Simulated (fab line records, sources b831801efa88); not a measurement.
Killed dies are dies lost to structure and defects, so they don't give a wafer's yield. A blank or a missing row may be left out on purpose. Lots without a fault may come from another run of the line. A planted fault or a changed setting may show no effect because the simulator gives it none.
fab line records | flow sky130
record lots=24 wafers=72 last_day=50
route steps=708 shown LOCAL_INTERCONNECT@388 CONTACT@424 METAL1@436 METAL2@487 METAL3@534
lots that met no fault: from a run of the same line without faults
start_h: hours from the record's first day to the start of the lot's first wafer shown | wait_h: hours since the lot's step before | " the same as in the row above | L1.1+2: a row that stands for several wafers | - no value, or no start given | * or withheld: withheld | < > ~ a bound
route shown NAME@n: a module of which the file shows steps, and the number in the route of the first | usual: mean/standard deviation of fault-free wafers | same: alike in all rows | chamber/n: place in a boat | sites: the reading at each site | _std_site: their standard deviation | _edge_site: outer sites' mean less inner sites' | radius_mm: how far each site lies from the wafer's centre | mask NAME#n: copy n | behind: the tool/chamber that last shaped the wafer | hold: why the lot was held/for how many hours/how that ended | device: the transistor (n, p or np) that didn't switch | end of line: the same wafers' tests at the end of the route | a step without rows: its recipe alone | killed: dies lost to structure and defects at the first sort, not the wafer's yield | map: a wafer's dies, x killed, . not, _ none there
set.NAME: the setting as run; set.NAME@STEP: as run at that earlier step | model.NAME: the simulator's own value behind a step, which no gauge read
steps of the route over a sample of lots; a table a step, a row a wafer
services: from which hour (start_h, from the record's first day; less than 0 if before it) a tool's chamber was out of use, for how many hours, and why
## steps
# step SKY_LOCAL_INTERCONNECT_RS_MEAS_01
# recipe thk_meas_gauge=four-point-probe reads=TiN_of_LOCAL_INTERCONNECT_SPUTTER_00
# usual LOCAL_INTERCONNECT_TIN_RS=14.16/0.16
# columns lot.wafer tool chamber start_h wait_h LOCAL_INTERCONNECT_TIN_RS[ohm/sq]
L074.3 film_metro-04 - 678.51 0.1 14.13
L074.4 " - " " 13.94
L074.5 " - " " 14.02
L075.3 film_metro-01 - 679.69 0.1 14.05
L075.4 " - " " 13.93
L075.6 " - " " 14.18
L076.1 film_metro-01 - 692.09 0.0 14.34
L076.3 " - " " 14.39
L076.6 " - " " 14.24
L077.1 film_metro-03 - 713.26 0.0 14.31
L077.3 " - " " 14.25
L077.5 " - " " 14.13
L078.1 film_metro-03 - 729.26 0.0 14.37
L078.5 " - " " 14.34
L078.6 " - " " 14.31
L079.1 film_metro-04 - 731.99 0.0 14.03
L079.5 " - " " 13.94
L079.6 " - " " 14.05
L080.1 film_metro-01 - 735.34 0.0 14.38
L080.3 " - " " 14.30
L080.6 " - " " 14.36
L081.2 film_metro-03 - 746.54 0.1 14.27
L081.4 " - " " 14.29
L081.6 " - " " 13.97
L082.1 film_metro-04 - 758.08 0.0 14.16
L082.2 " - " " 14.34
L082.3 " - " " 14.33
L083.1 film_metro-03 - 764.11 0.0 13.96
L083.3 " - " " 14.23
L083.6 " - " " 14.14
L084.2 film_metro-04 - 766.82 0.1 13.92
L084.4 " - " " 14.12
L084.5 " - " " 14.00
L085.4 film_metro-01 - 787.57 0.1 14.54
L085.5 " - " " 14.36
L085.6 " - " " 14.37
L087.1 film_metro-01 - 788.00 0.0 14.26
L087.4 " - " " 14.07
L087.6 " - " " 14.08
L086.3 film_metro-04 - 789.27 0.1 14.03
L086.4 " - " " 14.11
L086.6 " - " " 13.96
L088.1 film_metro-01 - 796.78 0.0 13.93
L088.2 " - " " 13.98
L088.3 " - " " 13.86
L089.2 film_metro-01 - 797.96 0.1 14.52
L089.4 " - " " 14.34
L089.6 " - " " 14.32
L090.1 film_metro-03 - 805.01 0.0 14.07
L090.2 " - " " 14.01
L090.4 " - " " 13.79
L091.2 film_metro-04 - 815.58 0.1 14.10
L091.3 " - " " 14.09
L091.5 " - " " 14.02
L092.1 film_metro-01 - 819.79 0.0 14.24
L092.5 " - " " 14.33
L092.6 " - " " 14.36
L093.1 film_metro-03 - 824.31 0.0 14.20
L093.4 " - " " 14.09
L093.5 " - " " 14.22
L094.2 film_metro-01 - 839.46 0.1 13.94
L094.4 " - " " 14.01
L094.5 " - " " 14.01
L095.1 film_metro-04 - 847.42 0.0 14.20
L095.3 " - " " 14.12
L095.6 " - " " 14.25
L096.3 film_metro-01 - 853.33 0.1 14.11
L096.4 " - " " 14.22
L096.6 " - " " 14.16
L097.4 film_metro-03 - 865.24 0.1 14.17
L097.5 " - " " 14.12
L097.6 " - " " 14.18
# step SKY_LOCAL_INTERCONNECT_CD_MEAS_11
# recipe target_cd_nm=170
# usual cd_nm=170.0/1.5
# columns lot.wafer tool chamber start_h wait_h cd_nm
L074.3 cd_sem-01 - 705.73 - 168.8
L074.4 " - " " 167.8
L074.5 " - " " 168.7
L075.3 cd_sem-01 - 708.20 - 171.5
L075.4 " - " " 170.8
L075.6 " - " " 172.6
L076.1 cd_sem-02 - 720.04 - 167.0
L076.3 " - " " 167.5
L076.6 " - " " 167.7
L077.1 cd_sem-01 - 740.09 - 171.1
L077.3 " - " " 169.1
L077.5 " - " " 167.6
L078.1 cd_sem-02 - 757.05 - 171.8
L078.5 " - " " 172.8
L078.6 " - " " 172.5
L079.1 cd_sem-01 - 759.39 - 169.2
L079.5 " - " " 169.5
L079.6 " - " " 169.2
L080.1 cd_sem-01 - 762.75 - 170.8
L080.3 " - " " 169.9
L080.6 " - " " 169.6
L081.2 cd_sem-02 - 774.01 - 168.6
L081.4 " - " " 169.5
L081.6 " - " " 169.2
L082.1 cd_sem-02 - 784.99 - 167.8
L082.2 " - " " 166.5
L082.3 " - " " 167.7
L083.1 cd_sem-02 - 791.29 - 173.5
L083.3 " - " " 172.6
L083.6 " - " " 172.1
L084.2 cd_sem-01 - 794.22 - 170.8
L084.4 " - " " 170.8
L084.5 " - " " 170.9
L085.4 cd_sem-01 - 813.86 - 171.4
L085.5 " - " " 169.8
L085.6 " - " " 170.3
L087.1 cd_sem-02 - 814.45 - 167.6
L087.4 " - " " 168.6
L087.6 " - " " 168.4
L086.3 cd_sem-01 - 815.53 - 171.3
L086.4 " - " " 171.3
L086.6 " - " " 170.8
L088.1 cd_sem-02 - 823.00 - 170.7
L088.2 " - " " 172.1
L088.3 " - " " 170.1
L089.2 cd_sem-02 - 824.16 - 170.6
L089.4 " - " " 169.8
L089.6 " - " " 170.1
L090.1 cd_sem-01 - 831.29 - 168.8
L090.2 " - " " 170.0
L090.4 " - " " 170.6
L091.2 cd_sem-02 - 841.92 - 171.6
L091.3 " - " " 172.0
L091.5 " - " " 171.8
L092.1 cd_sem-02 - 846.49 - 169.8
L092.5 " - " " 171.0
L092.6 " - " " 170.5
L093.1 cd_sem-02 - 850.34 - 170.6
L093.4 " - " " 170.1
L093.5 " - " " 170.5
L094.2 cd_sem-02 - 866.01 - 169.5
L094.4 " - " " 168.8
L094.5 " - " " 167.5
L095.1 cd_sem-01 - 872.75 - 168.2
L095.3 " - " " 170.2
L095.6 " - " " 167.1
L096.3 cd_sem-01 - 879.18 - 169.8
L096.4 " - " " 171.5
L096.6 " - " " 170.5
L097.4 cd_sem-01 - 891.06 - 168.3
L097.5 " - " " 168.7
L097.6 " - " " 169.6
# step SKY_CONTACT_ETCH_18
# recipe target=Si3N4 chemistry=CHF3/O2 stop_on=TiN source_w=600 bias_w=200 pressure_mtorr=40 chf3_flow_sccm=50 O2_flow_sccm=5 time_s=39 target_depth_a=750
# usual chf3_flow_sccm=50.02/0.15 drypump_motor_current_A=5.8/0.37 oes_product_au=0.853/0.0073 rf_fwd_power_W=593.2/2.7 throttle_valve_pct=8.794/0.009
# columns lot.wafer tool chamber start_h wait_h chf3_flow_sccm drypump_motor_current_A oes_product_au rf_fwd_power_W rf_hours_counter_h throttle_valve_pct
L074.3 rie_diel-04 2 - - 50.03 5.8 0.849 594.1 14 8.794
L074.4 " 0 " " 50.18 6.0 0.842 593.6 13 8.784
L074.5 " 0 " " 50.14 6.0 0.856 592.4 - 8.802
L075.3 rie_diel-04 3 - - 49.91 5.7 0.846 593.5 12 8.785
L075.4 " 0 " " 49.99 6.0 0.859 594.9 14 8.793
L075.6 " 1 " " 50.11 6.2 0.856 592.4 - 8.791
L076.1 rie_diel-04 2 - - 50.01 5.8 0.853 590.2 14 8.790
L076.3 " 1 " " 50.09 6.2 0.851 591.0 10 8.777
L076.6 " 1 " " 50.02 6.2 0.844 589.8 - 8.780
L077.1 rie_diel-04 1 - - 49.57 6.2 0.853 589.8 10 8.785
L077.3 " 2 " " 50.22 5.8 0.853 588.4 15 8.796
L077.5 " 0 " " 50.09 6.0 0.853 595.7 - 8.792
L078.1 rie_diel-02 3 - - 49.88 5.1 0.846 594.4 13 8.805
L078.5 " 3 " " 49.89 5.0 0.864 594.3 - 8.805
L078.6 " 1 " " 49.90 5.4 0.859 593.7 - 8.799
L079.1 rie_diel-01 2 - - 49.91 6.1 0.848 589.9 14 8.808
L079.5 " 2 " " 49.97 6.1 0.857 591.1 - 8.797
L079.6 " 3 " " 49.84 5.5 0.858 601.6 - 8.803
L080.1 rie_diel-02 1 - - 49.69 5.4 0.849 593.7 3 8.792
L080.3 " 3 " " 50.11 5.0 0.856 597.5 13 8.792
L080.6 " 1 " " 49.74 5.4 0.855 594.6 - 8.808
L081.2 rie_diel-01 3 - - 49.90 5.5 0.852 592.7 9 8.785
L081.4 " 0 " " 49.93 5.6 0.844 591.5 22 8.784
L081.6 " 0 " " 50.12 5.6 0.857 591.1 - 8.785
L082.1 rie_diel-02 0 - - 50.07 6.5 0.841 594.3 20 8.800
L082.2 " 3 " " 50.21 5.0 0.849 593.1 14 8.789
L082.3 " 1 " " 49.98 5.4 0.859 595.7 3 8.789
L083.1 rie_diel-01 0 - - 50.22 5.6 0.842 592.0 23 8.793
L083.3 " 2 " " 49.90 6.1 0.850 591.4 15 8.806
L083.6 " 1 " " 50.15 5.6 0.863 592.1 - 8.801
L084.2 rie_diel-02 2 - - 49.97 5.7 0.832 590.9 9 8.787
L084.4 " 1 " " 50.08 5.4 0.846 595.3 4 8.782
L084.5 " 2 " " 50.11 5.7 0.842 591.3 - 8.798
L085.4 rie_diel-01 3 - - 49.98 5.5 0.863 598.2 10 8.808
L085.5 " 1 " " 50.01 5.6 0.846 592.1 - 8.802
L085.6 " 0 " " 50.26 5.6 0.863 592.5 - 8.792
L087.1 rie_diel-02 0 - - 50.16 6.5 0.851 592.9 21 8.803
L087.4 " 1 " " 50.16 5.4 0.861 594.3 4 8.784
L087.6 " 1 " " 50.06 5.4 0.864 594.9 - 8.807
L086.3 rie_diel-01 3 - - 49.91 5.5 0.843 596.5 10 8.787
L086.4 " 2 " " 50.16 6.1 0.851 589.0 16 8.785
L086.6 " 2 " " 50.05 6.1 0.857 588.0 - 8.808
L088.1 rie_diel-01 1 - - 50.18 5.6 0.858 595.3 14 8.815
L088.2 " 0 " " 49.97 5.6 0.852 592.9 24 8.811
L088.3 " 3 " " 50.13 5.5 0.855 596.3 10 8.790
L089.2 rie_diel-04 1 - - 49.87 6.2 0.853 593.1 12 8.799
L089.4 " 0 " " 49.98 6.0 0.852 595.2 17 8.779
L089.6 " 0 " " 49.97 6.0 0.860 594.9 - 8.792
L090.1 rie_diel-01 0 - - 50.10 5.6 0.846 594.5 24 8.807
L090.2 " 3 " " 49.93 5.5 0.849 595.9 10 8.791
L090.4 " 1 " " 50.21 5.6 0.857 595.5 14 8.796
L091.2 rie_diel-01 3 - - 50.11 5.4 0.856 596.4 11 8.801
L091.3 " 1 " " 49.97 5.6 0.853 593.6 15 8.788
L091.5 " 1 " " 49.98 5.6 0.856 588.6 - 8.787
L092.1 rie_diel-01 3 - - 49.93 5.5 0.848 596.7 11 8.800
L092.5 " 2 " " 50.01 6.1 0.851 589.0 - 8.790
L092.6 " 3 " " 49.86 5.5 0.858 597.8 - 8.791
L093.1 rie_diel-01 2 - - 50.17 6.1 0.850 587.3 18 8.791
L093.4 " 1 " " 50.02 5.6 0.861 588.8 15 8.781
L093.5 " 0 " " 50.35 5.6 0.857 592.3 - 8.793
L094.2 rie_diel-02 3 - - 49.91 5.1 0.841 597.7 17 8.792
L094.4 " 0 " " 49.99 6.5 0.857 592.4 23 8.774
L094.5 " 2 " " 50.23 5.7 0.856 592.5 - 8.798
L095.1 rie_diel-04 2 - - 49.77 5.8 0.848 595.5 19 8.795
L095.3 " 1 " " 50.03 6.2 0.859 593.1 14 8.801
L095.6 " 0 " " 49.92 6.0 0.857 594.4 - 8.792
L096.3 rie_diel-01 1 - - 49.84 5.6 0.849 591.4 16 8.797
L096.4 " 0 " " 50.23 5.6 0.852 591.3 26 8.803
L096.6 " 1 " " 49.95 5.6 0.849 593.6 - 8.790
L097.4 rie_diel-02 3 - - 49.65 5.0 0.856 593.4 18 8.803
L097.5 " 1 " " 50.07 5.4 0.861 597.4 - 8.776
L097.6 " 0 " " 50.19 6.5 0.864 592.5 - 8.791
# step SKY_METAL1_SPUTTER_02
# recipe material=AlCu target_thk_nm=250 power_w=10600 time_s=13.3 chamber_pressure_pa=0.4
# usual throttle_valve_pct=29.8/1
# columns lot.wafer tool chamber start_h wait_h throttle_valve_pct
L074.3 pvd_sputter-01 - 736.22 0.0 30.7
L074.4 " - " " 30.6
L074.5 " - " " 29.3
L075.3 pvd_sputter-01 - 738.18 0.0 30.9
L075.4 " - " " 30.5
L075.6 " - " " 30.7
L076.1 pvd_sputter-04 - 749.45 0.0 27.7
L076.3 " - " " 28.9
L076.6 " - " " 30.0
L077.1 pvd_sputter-01 - 770.32 0.0 29.2
L077.3 " - " " 30.6
L077.5 " - " " 30.5
L078.1 pvd_sputter-01 - 786.95 0.0 29.4
L078.5 " - " " 29.2
L078.6 " - " " 30.4
L079.1 pvd_sputter-04 - 790.02 0.0 30.3
L079.5 " - " " 28.9
L079.6 " - " " 27.9
L080.1 pvd_sputter-01 - 793.17 0.0 30.8
L080.3 " - " " 30.7
L080.6 " - " " 30.7
L081.2 pvd_sputter-01 - 803.50 0.0 29.3
L081.4 " - " " 30.5
L081.6 " - " " 29.2
L082.1 pvd_sputter-04 - 814.68 0.0 28.4
L082.2 " - " " 27.8
L082.3 " - " " 29.4
L083.1 pvd_sputter-04 - 820.78 0.0 28.7
L083.3 " - " " 27.9
L083.6 " - " " 29.0
L084.2 pvd_sputter-04 - 823.35 0.0 28.9
L084.4 " - " " 27.6
L084.5 " - " " 30.3
L085.4 pvd_sputter-04 - 843.37 0.0 28.6
L085.5 " - " " 27.5
L085.6 " - " " 28.8
L087.1 pvd_sputter-01 - 843.95 0.0 30.3
L087.4 " - " " 29.4
L087.6 " - " " 30.5
L086.3 pvd_sputter-02 - 844.26 0.0 31.3
L086.4 " - " " 30.2
L086.6 " - " " 28.5
L088.1 pvd_sputter-01 - 852.27 0.0 29.4
L088.2 " - " " 30.7
L088.3 " - " " 30.5
L089.2 pvd_sputter-01 - 854.44 0.0 29.1
L089.4 " - " " 30.5
L089.6 " - " " 30.6
L090.1 pvd_sputter-02 - 860.58 0.0 28.5
L090.2 " - " " 29.2
L090.4 " - " " 30.9
L091.2 pvd_sputter-01 - 870.87 0.0 29.6
L091.3 " - " " 30.9
L091.5 " - " " 30.8
L092.1 pvd_sputter-02 - 874.62 0.0 28.6
L092.5 " - " " 28.5
L092.6 " - " " 29.2
L093.1 pvd_sputter-01 - 879.17 0.0 30.7
L093.4 " - " " 29.3
L093.5 " - " " 30.8
L094.2 pvd_sputter-04 - 895.00 0.0 28.8
L094.4 " - " " 27.8
L094.5 " - " " 27.6
L095.1 pvd_sputter-01 - 901.29 0.0 30.7
L095.3 " - " " 29.2
L095.6 " - " " 30.6
L096.3 pvd_sputter-04 - 908.12 0.0 27.6
L096.4 " - " " 30.0
L096.6 " - " " 28.5
L097.4 pvd_sputter-01 - 919.11 0.0 30.6
L097.5 " - " " 31.0
L097.6 " - " " 30.6
# step SKY_METAL2_SPUTTER_04
# recipe material=TiN target_thk_nm=70 power_w=6500 time_s=58.3 chamber_pressure_pa=0.4
# usual throttle_valve_pct=30.0/1
# columns lot.wafer tool chamber start_h wait_h throttle_valve_pct
L074.3 pvd_sputter-03 - 793.51 0.0 28.8
L074.4 " - " " 31.2
L074.5 " - " " 30.9
L075.3 pvd_sputter-01 - 794.37 0.0 29.3
L075.4 " - " " 30.8
L075.6 " - " " 31.0
L076.1 pvd_sputter-01 - 805.70 0.0 30.9
L076.3 " - " " 29.2
L076.6 " - " " 30.5
L077.1 pvd_sputter-01 - 826.78 0.0 30.9
L077.3 " - " " 30.5
L077.5 " - " " 29.2
L078.1 pvd_sputter-03 - 842.93 0.0 29.9
L078.5 " - " " 29.9
L078.6 " - " " 31.2
L079.1 pvd_sputter-03 - 846.11 0.0 31.6
L079.5 " - " " 28.8
L079.6 " - " " 31.0
L080.1 pvd_sputter-04 - 848.87 0.0 28.6
L080.3 " - " " 27.6
L080.6 " - " " 29.2
L081.2 pvd_sputter-01 - 859.17 0.0 30.8
L081.4 " - " " 31.0
L081.6 " - " " 29.4
L082.1 pvd_sputter-01 - 869.10 0.0 30.6
L082.2 " - " " 31.0
L082.3 " - " " 29.1
L083.1 pvd_sputter-04 - 876.82 0.0 29.4
L083.3 " - " " 28.6
L083.6 " - " " 28.8
L084.2 pvd_sputter-03 - 878.15 0.0 30.7
L084.4 " - " " 30.0
L084.5 " - " " 30.1
L085.4 pvd_sputter-01 - 898.26 0.0 30.4
L085.5 " - " " 29.1
L085.6 " - " " 30.9
L087.1 pvd_sputter-04 - 898.75 0.0 30.3
L087.4 " - " " 29.2
L087.6 " - " " 28.5
L086.3 pvd_sputter-01 - 899.11 0.0 29.2
L086.4 " - " " 30.8
L086.6 " - " " 30.9
L088.1 pvd_sputter-01 - 906.93 0.0 31.1
L088.2 " - " " 30.8
L088.3 " - " " 30.5
L089.2 pvd_sputter-01 - 908.96 0.0 30.7
L089.4 " - " " 30.8
L089.6 " - " " 30.9
L090.1 pvd_sputter-01 - 914.60 0.0 30.6
L090.2 " - " " 30.7
L090.4 " - " " 30.6
L091.2 pvd_sputter-01 - 924.75 0.0 29.2
L091.3 " - " " 30.7
L091.5 " - " " 31.1
L092.1 pvd_sputter-01 - 929.15 0.0 30.8
L092.5 " - " " 30.7
L092.6 " - " " 30.8
L093.1 pvd_sputter-04 - 932.22 0.0 30.5
L093.4 " - " " 30.2
L093.5 " - " " 27.6
L094.2 pvd_sputter-04 - 947.92 0.0 28.7
L094.4 " - " " 30.2
L094.5 " - " " 29.8
L095.1 pvd_sputter-01 - 952.91 0.0 30.6
L095.3 " - " " 29.1
L095.6 " - " " 30.8
L096.3 pvd_sputter-03 - 960.32 0.0 29.8
L096.4 " - " " 28.9
L096.6 " - " " 29.9
L097.4 pvd_sputter-04 - 970.64 0.0 29.3
L097.5 " - " " 30.4
L097.6 " - " " 29.2
# step SKY_METAL3_SPUTTER_02
# recipe material=AlCu target_thk_nm=735 power_w=10600 time_s=39.1 chamber_pressure_pa=0.4
# usual throttle_valve_pct=29.7/1.1
# columns lot.wafer tool chamber start_h wait_h throttle_valve_pct
L074.3 pvd_sputter-04 - 850.40 0.0 30.2
L074.4 " - " " 29.2
L074.5 " - " " 27.7
L075.3 pvd_sputter-01 - 850.70 0.0 30.7
L075.4 " - " " 31.1
L075.6 " - " " 29.5
L076.1 pvd_sputter-04 - 861.25 0.0 27.7
L076.3 " - " " 28.9
L076.6 " - " " 28.6
L077.1 pvd_sputter-02 - 882.01 0.0 30.0
L077.3 " - " " 29.4
L077.5 " - " " 28.4
L078.1 pvd_sputter-01 - 897.49 0.0 30.7
L078.5 " - " " 30.7
L078.6 " - " " 30.9
L079.1 pvd_sputter-04 - 900.95 0.0 29.1
L079.5 " - " " 29.2
L079.6 " - " " 27.8
L080.1 pvd_sputter-01 - 903.38 0.0 30.7
L080.3 " - " " 30.6
L080.6 " - " " 30.7
L081.2 pvd_sputter-01 - 913.39 0.0 30.5
L081.4 " - " " 30.7
L081.6 " - " " 30.8
L082.1 pvd_sputter-02 - 923.92 0.0 28.7
L082.2 " - " " 30.3
L082.3 " - " " 31.2
L083.1 pvd_sputter-04 - 931.07 0.0 28.6
L083.3 " - " " 27.7
L083.6 " - " " 28.9
L084.2 pvd_sputter-01 - 931.67 0.0 29.3
L084.4 " - " " 30.9
L084.5 " - " " 30.9
L085.4 pvd_sputter-01 - 950.92 0.0 30.7
L085.5 " - " " 29.6
L085.6 " - " " 30.6
L086.3 pvd_sputter-04 - 951.74 0.0 28.7
L086.4 " - " " 27.7
L086.6 " - " " 27.8
L087.1 pvd_sputter-01 - 952.07 0.0 29.0
L087.4 " - " " 30.8
L087.6 " - " " 29.5
L088.1 pvd_sputter-02 - 958.75 0.0 28.5
L088.2 " - " " 29.3
L088.3 " - " " 31.1
L089.2 pvd_sputter-02 - 960.96 0.0 31.4
L089.4 " - " " 29.0
L089.6 " - " " 31.6
L090.1 pvd_sputter-04 - 966.27 0.0 29.2
L090.2 " - " " 28.7
L090.4 " - " " 27.7
L091.2 pvd_sputter-01 - 976.34 0.0 30.5
L091.3 " - " " 29.1
L091.5 " - " " 30.5
L092.1 pvd_sputter-04 - 980.27 0.0 29.0
L092.5 " - " " 30.2
L092.6 " - " " 28.7
L093.1 pvd_sputter-04 - 982.94 0.0 29.2
L093.4 " - " " 27.8
L093.5 " - " " 28.0
L094.2 pvd_sputter-02 - 997.97 0.0 30.3
L094.4 " - " " 28.6
L094.5 " - " " 29.0
L095.1 pvd_sputter-02 - 1004.26 0.0 28.5
L095.3 " - " " 29.4
L095.6 " - " " 29.4
L096.3 pvd_sputter-04 - 1010.53 0.0 28.6
L096.4 " - " " 28.0
L096.6 " - " " 29.8
L097.4 pvd_sputter-01 - 1019.58 0.0 30.8
L097.5 " - " " 30.5
L097.6 " - " " 31.1
## services
# columns tool chamber start_h hours kind
rie_diel-01 2 711.46 5.7 repair
rie_diel-02 - 745.55 1.6 repair
pvd_sputter-02 - 747.81 3.5 repair
rie_diel-04 - 749.29 6.0 repair
rie_diel-04 1 750.89 16.3 repair
rie_diel-01 3 761.70 2.1 repair
rie_diel-02 2 770.17 21.8 repair
pvd_sputter-02 - 810.81 4.5 repair
rie_diel-01 3 814.41 9.2 repair
pvd_sputter-02 - 845.70 5.3 repair
rie_diel-02 - 879.08 2.8 pm
pvd_sputter-02 - 882.27 3.4 repair
rie_diel-02 0 894.01 8.1 repair
rie_diel-02 0 903.26 8.6 repair
pvd_sputter-04 - 921.83 1.7 repair
pvd_sputter-02 - 933.33 1.2 repair
pvd_sputter-02 - 935.67 5.1 repair
pvd_sputter-04 - 942.29 3.1 repair
rie_diel-04 - 953.94 1.1 repair
rie_diel-02 - 957.49 0.4 repair
rie_diel-01 3 971.80 6.0 repair
pvd_sputter-01 - 1002.92 2.7 repair
rie_diel-02 1 1013.52 52.5 repair
rie_diel-01 - 1018.46 2.8 pm
## key
fault none
